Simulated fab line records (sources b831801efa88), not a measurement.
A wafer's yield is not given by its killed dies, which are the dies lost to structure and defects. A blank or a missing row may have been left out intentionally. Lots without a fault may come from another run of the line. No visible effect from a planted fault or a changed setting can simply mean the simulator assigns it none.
2 desks, one fault    flow gf180mcu    numbers are kept per desk, each desk with only its own; the story behind them comes last

== THE METROLOGY DESK ==
What the gauges read for every lot (on any tool): the sampled wafers with a number, averaged. A lot is out of limits, marked OUT, if its mean lies more than 4 standard deviations from the usual mean; the brackets give that distance.
Columns: A = V5_OVL at GF_V5_OVL_MEAS_15, usual -1 nm
lot   first seen here  A
L923  day 27 07:48     -1
L924  day 27 13:29     -3
L925  day 28 00:31     -2
L926  day 28 09:13     -3
L927  day 28 13:16     -4
L928  day 29 02:50     2
L929  day 29 08:22     -5
L930  day 29 14:15     7
L931  day 29 19:06     3
L932  day 30 02:44     -4
L933  day 30 11:13     -7
L934  day 30 17:43     1
L944  day 33 02:14     -1
This desk's verdict: no lot among the 13 shows anything out of limits.

== TOOL OWNER'S DESK, pecvd-04 ==
The tool's own readings at GF_PASSIVATION_CVD_00 (deposits SiO2 from TEOS, target thk 1000 nm, time 111.95 s): means of the sampled wafers that have a number, for each lot that ran on this tool. A lot is out of limits, marked OUT, if its mean lies more than 4 standard deviations from the usual mean; the brackets give that distance.
Columns: A = heaterPowerOuterW at GF_PASSIVATION_CVD_00, usual 396 W; B = heaterPowerW at GF_PASSIVATION_CVD_00, usual 661 W; C = runLengthS at GF_PASSIVATION_CVD_00, usual 139.8 s
lot   first seen here  A    B    C
L927  day 29 10:46     405  715  140.1
L928  day 29 23:44     414  694  140.0
L929  day 30 05:46     443  725  139.8
L933  day 31 08:33     405  668  140.0
L934  day 31 14:12     448  738  139.6
L944  day 33 20:05     416  710  138.5
This desk's verdict: no lot among the 6 shows anything out of limits.

== PUT TOGETHER ==
Metrology desk: nothing out of limits seen.
The tool owner's desk saw nothing out of limits.

== WHAT THE SIMULATOR HAD PUT IN ==
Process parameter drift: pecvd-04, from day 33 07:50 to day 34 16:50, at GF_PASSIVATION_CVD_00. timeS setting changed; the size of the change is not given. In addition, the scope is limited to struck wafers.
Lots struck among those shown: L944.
